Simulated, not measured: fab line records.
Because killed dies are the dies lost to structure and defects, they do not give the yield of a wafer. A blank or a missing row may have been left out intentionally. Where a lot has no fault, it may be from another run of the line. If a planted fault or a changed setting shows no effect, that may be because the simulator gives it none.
Which tool is to blame? :: flow gf180mcu :: 13 lots with 39 wafers sampled at 5 steps, on a route of 602 steps

== WHAT EACH GAUGE READ, for each wafer ==
GF_PSD_RS_MEAS_14: the measuring method here is four-point-probe. Usual: NSD_RS typically reads 46.09 ohm/sq, with standard deviation 0.08.
lot: L129
measured: day 15 01:07
on: film_metro-02
NSD_RS (ohm/sq): 45.99 45.94 46.04
flag: 

lot: L130
measured: day 15 06:53
on: film_metro-03
NSD_RS (ohm/sq): 46.22 46.09 46.14
flag: 

lot: L131
measured: day 15 13:11
on: film_metro-03
NSD_RS (ohm/sq): 45.99 46.09 45.98
flag: 

lot: L132
measured: day 16 01:38
on: film_metro-02
NSD_RS (ohm/sq): 46.06 45.98 45.97
flag: 

lot: L133
measured: day 16 10:12
on: film_metro-03
NSD_RS (ohm/sq): 46.13 46.17 46.10
flag: 

lot: L134
measured: day 16 20:38
on: film_metro-03
NSD_RS (ohm/sq): 46.14 46.19 46.19
flag: 

lot: L139
measured: day 18 12:08
on: film_metro-02
NSD_RS (ohm/sq): 46.06 46.08 45.92
flag: 

lot: L142
measured: day 19 12:26
on: film_metro-02
NSD_RS (ohm/sq): 46.11 46.19 46.13
flag: 

lot: L144
measured: day 20 07:38
on: film_metro-01
NSD_RS (ohm/sq): 46.00 46.14 46.10
flag: 

lot: L146
measured: day 20 22:56
on: film_metro-01
NSD_RS (ohm/sq): 45.96 46.00 46.05
flag: 

lot: L147
measured: day 21 09:20
on: film_metro-01
NSD_RS (ohm/sq): 44.08 44.07 44.04
flag: OFF

lot: L148
measured: day 21 17:14
on: film_metro-02
NSD_RS (ohm/sq): 43.97 43.89 43.99
flag: OFF

lot: L150
measured: day 22 04:17
on: film_metro-02
NSD_RS (ohm/sq): 46.10 46.16 46.11
flag: 

GF_PSD_RS_MEAS_15: the measuring method here is four-point-probe. Usual: PSD_RS typically reads 108.43 ohm/sq, with standard deviation 0.27.
lot: L129
measured: day 15 01:14
on: film_metro-02
PSD_RS (ohm/sq): 107.96 108.05 107.92
flag: 

lot: L130
measured: day 15 07:00
on: film_metro-03
PSD_RS (ohm/sq): 108.74 108.47 108.74
flag: 

lot: L131
measured: day 15 13:18
on: film_metro-03
PSD_RS (ohm/sq): 107.97 108.12 108.18
flag: 

lot: L132
measured: day 16 01:45
on: film_metro-02
PSD_RS (ohm/sq): 108.25 108.16 108.29
flag: 

lot: L133
measured: day 16 10:19
on: film_metro-03
PSD_RS (ohm/sq): 108.34 108.63 108.50
flag: 

lot: L134
measured: day 16 20:45
on: film_metro-03
PSD_RS (ohm/sq): 109.05 108.70 108.36
flag: 

lot: L139
measured: day 18 12:15
on: film_metro-02
PSD_RS (ohm/sq): 108.40 108.31 108.08
flag: 

lot: L142
measured: day 19 12:33
on: film_metro-02
PSD_RS (ohm/sq): 108.66 108.90 109.01
flag: 

lot: L144
measured: day 20 07:45
on: film_metro-01
PSD_RS (ohm/sq): 108.28 108.55 108.63
flag: 

lot: L146
measured: day 20 23:04
on: film_metro-01
PSD_RS (ohm/sq): 107.81 108.04 108.37
flag: 

lot: L147
measured: day 21 09:27
on: film_metro-01
PSD_RS (ohm/sq): 103.78 104.22 103.45
flag: OFF

lot: L148
measured: day 21 17:21
on: film_metro-02
PSD_RS (ohm/sq): 103.91 104.08 103.88
flag: OFF

lot: L150
measured: day 22 04:24
on: film_metro-02
PSD_RS (ohm/sq): 108.45 108.55 108.40
flag: 

GF_V3_RS_MEAS_24: the measuring method here is four-point-probe. Usual: V3_W_RS typically reads 0.331 ohm/sq, with standard deviation 0.0031.
lot: L129
measured: day 23 05:56
on: film_metro-02
V3_W_RS (ohm/sq): 0.331 0.333 0.329
flag: 

lot: L130
measured: day 23 13:28
on: film_metro-02
V3_W_RS (ohm/sq): 0.330 0.327 0.328
flag: 

lot: L131
measured: day 23 19:10
on: film_metro-03
V3_W_RS (ohm/sq): 0.335 0.334 0.330
flag: 

lot: L132
measured: day 24 08:09
on: film_metro-02
V3_W_RS (ohm/sq): 0.334 0.336 0.333
flag: 

lot: L133
measured: day 24 15:35
on: film_metro-02
V3_W_RS (ohm/sq): 0.325 0.327 0.329
flag: 

lot: L134
measured: day 25 02:48
on: film_metro-04
V3_W_RS (ohm/sq): 0.331 0.332 0.329
flag: 

lot: L139
measured: day 26 14:32
on: film_metro-04
V3_W_RS (ohm/sq): 0.331 0.331 0.334
flag: 

lot: L142
measured: day 27 11:58
on: film_metro-04
V3_W_RS (ohm/sq): 0.333 0.332 0.330
flag: 

lot: L144
measured: day 28 02:46
on: film_metro-02
V3_W_RS (ohm/sq): 0.334 0.333 0.329
flag: 

lot: L146
measured: day 28 17:58
on: film_metro-03
V3_W_RS (ohm/sq): 0.329 0.328 0.329
flag: 

lot: L147
measured: day 29 00:57
on: film_metro-02
V3_W_RS (ohm/sq): 0.331 0.338 0.326
flag: 

lot: L148
measured: day 29 07:25
on: film_metro-04
V3_W_RS (ohm/sq): 0.327 0.329 0.327
flag: 

lot: L150
measured: day 29 14:57
on: film_metro-03
V3_W_RS (ohm/sq): 0.331 0.326 0.329
flag: 

== WHICH TOOL RAN EACH LOT (tool, then ch and the chambers of the sampled wafers, then the start) ==
lot: L129
GF_PSD_RTA_13: rtp_anneal-02 ch 0, day 15 01:01
GF_V3_SPUTTER_21: pvd_sputter-04, day 23 05:42

lot: L130
GF_PSD_RTA_13: rtp_anneal-02 ch 0, day 15 06:48
GF_V3_SPUTTER_21: pvd_sputter-04, day 23 13:16

lot: L131
GF_PSD_RTA_13: rtp_anneal-01 ch 0, day 15 13:06
GF_V3_SPUTTER_21: pvd_sputter-04, day 23 18:58

lot: L132
GF_PSD_RTA_13: rtp_anneal-01 ch 0, day 16 01:32
GF_V3_SPUTTER_21: pvd_sputter-01, day 24 07:54

lot: L133
GF_PSD_RTA_13: rtp_anneal-02 ch 0, day 16 10:07
GF_V3_SPUTTER_21: pvd_sputter-03, day 24 15:21

lot: L134
GF_PSD_RTA_13: rtp_anneal-01 ch 0, day 16 20:32
GF_V3_SPUTTER_21: pvd_sputter-04, day 25 02:33

lot: L139
GF_PSD_RTA_13: rtp_anneal-02 ch 0, day 18 12:03
GF_V3_SPUTTER_21: pvd_sputter-01, day 26 14:20

lot: L142
GF_PSD_RTA_13: rtp_anneal-01 ch 0, day 19 12:21
GF_V3_SPUTTER_21: pvd_sputter-03, day 27 11:46

lot: L144
GF_PSD_RTA_13: rtp_anneal-01 ch 0, day 20 07:33
GF_V3_SPUTTER_21: pvd_sputter-03, day 28 02:33

lot: L146
GF_PSD_RTA_13: rtp_anneal-01 ch 0, day 20 22:50
GF_V3_SPUTTER_21: pvd_sputter-01, day 28 17:42

lot: L147
GF_PSD_RTA_13: rtp_anneal-01 ch 0, day 21 09:15
GF_V3_SPUTTER_21: pvd_sputter-03, day 29 00:44

lot: L148
GF_PSD_RTA_13: rtp_anneal-01 ch 0, day 21 17:09
GF_V3_SPUTTER_21: pvd_sputter-01, day 29 07:12

lot: L150
GF_PSD_RTA_13: rtp_anneal-02 ch 0, day 22 04:12
GF_V3_SPUTTER_21: pvd_sputter-04, day 29 14:44
- GF_PSD_RTA_13: time 20 s.
- GF_V3_SPUTTER_21: material Ti, target thk 15 nm, time 80.02 s.

== WHAT THE TOOLS THEMSELVES READ (means of the sampled wafers that have a number; where no wafer has one, the mark that the record gives instead) ==
GF_PSD_RTA_13. Usual: lamp_power_pct 29.2 %, standard deviation 1.1; run_length_s 48.26 s, standard deviation 0.19; wafer_temp_C_max 1028.7, standard deviation 1.4.
lot: L129
tool: rtp_anneal-02
lamp_power_pct (%): 28.0
run_length_s (s): 48.53
wafer_temp_C_max: 1030.9
flag: 

lot: L130
tool: rtp_anneal-02
lamp_power_pct (%): 28.1
run_length_s (s): 48.29
wafer_temp_C_max: 1030.4
flag: 

lot: L131
tool: rtp_anneal-01
lamp_power_pct (%): 30.3
run_length_s (s): 48.04
wafer_temp_C_max: 1027.5
flag: 

lot: L132
tool: rtp_anneal-01
lamp_power_pct (%): 30.2
run_length_s (s): 48.23
wafer_temp_C_max: 1027.3
flag: 

lot: L133
tool: rtp_anneal-02
lamp_power_pct (%): 28.0
run_length_s (s): 48.44
wafer_temp_C_max: 1029.8
flag: 

lot: L134
tool: rtp_anneal-01
lamp_power_pct (%): 30.3
run_length_s (s): 48.19
wafer_temp_C_max: 1028.2
flag: 

lot: L139
tool: rtp_anneal-02
lamp_power_pct (%): 28.0
run_length_s (s): 48.40
wafer_temp_C_max: 1030.7
flag: 

lot: L142
tool: rtp_anneal-01
lamp_power_pct (%): 30.3
run_length_s (s): 48.12
wafer_temp_C_max: 1027.0
flag: 

lot: L144
tool: rtp_anneal-01
lamp_power_pct (%): 30.3
run_length_s (s): 48.07
wafer_temp_C_max: 1027.6
flag: 

lot: L146
tool: rtp_anneal-01
lamp_power_pct (%): 30.3
run_length_s (s): 48.21
wafer_temp_C_max: 1027.5
flag: 

lot: L147
tool: rtp_anneal-01
lamp_power_pct (%): 30.3
run_length_s (s): 57.71
wafer_temp_C_max: 1027.7
flag: OFF

lot: L148
tool: rtp_anneal-01
lamp_power_pct (%): 30.3
run_length_s (s): 57.86
wafer_temp_C_max: 1028.0
flag: OFF

lot: L150
tool: rtp_anneal-02
lamp_power_pct (%): 28.0
run_length_s (s): 48.37
wafer_temp_C_max: 1030.0
flag: 

GF_V3_SPUTTER_21. Usual: throttle_valve_pct at 30.0 %, with a standard deviation of 1.3.
lot: L129
tool: pvd_sputter-04
throttle_valve_pct (%): 29.2
flag: 

lot: L130
tool: pvd_sputter-04
throttle_valve_pct (%): 30.3
flag: 

lot: L131
tool: pvd_sputter-04
throttle_valve_pct (%): 30.1
flag: 

lot: L132
tool: pvd_sputter-01
throttle_valve_pct (%): 31.1
flag: 

lot: L133
tool: pvd_sputter-03
throttle_valve_pct (%): 29.5
flag: 

lot: L134
tool: pvd_sputter-04
throttle_valve_pct (%): 30.7
flag: 

lot: L139
tool: pvd_sputter-01
throttle_valve_pct (%): 30.3
flag: 

lot: L142
tool: pvd_sputter-03
throttle_valve_pct (%): 30.0
flag: 

lot: L144
tool: pvd_sputter-03
throttle_valve_pct (%): 29.9
flag: 

lot: L146
tool: pvd_sputter-01
throttle_valve_pct (%): 29.9
flag: 

lot: L147
tool: pvd_sputter-03
throttle_valve_pct (%): 29.0
flag: 

lot: L148
tool: pvd_sputter-01
throttle_valve_pct (%): 29.7
flag: 

lot: L150
tool: pvd_sputter-04
throttle_valve_pct (%): 29.2
flag: 

== THE ANSWER, worked out from the rows above alone ==
Rule: a lot is off if the mean of its wafers that have a number lies more than 3 standard deviations from the usual mean. Also off: a lot with no number at a reading for which 4 or more lots have one. All remaining lots with rows at the step are treated as sound. The gauges are gone through in route order, then the tools' own readings, and for those a lot's mean is taken as printed above. At the first step where some lot is off, the reading lying furthest off is the one used; lots without a number count as furthest.
Off: L147, L148, seen at GF_PSD_RS_MEAS_14 (NSD_RS).
If a tool, at a process step before that reading, ran all the lots that are off and no sound lot after the first of them, it fits. Not tried: the gauges at GF_PSD_RS_MEAS_14; whatever is off there is also off at GF_PSD_RTA_13, on other tools, and gauge error can't account for it. One fits: rtp_anneal-01 at GF_PSD_RTA_13. Its last sound lot is L146 (day 20 22:50), its first lot that is off L147 (day 21 09:15): a fault that began between those two fits.
The tool's own readings at GF_PSD_RTA_13 bear it out: on the lots that are off they differ by more than 5 times the standard deviation of the sound lots' means. run_length_s reads 57.78 s there against 48.26 s on the sound lots.

== WHAT HAD BEEN PUT IN BY THE SIMULATOR ==
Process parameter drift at GF_PSD_RTA_13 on rtp_anneal-01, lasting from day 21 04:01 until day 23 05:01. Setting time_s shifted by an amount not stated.
Struck lots among those shown: L147, L148. Same finding as the rule above.
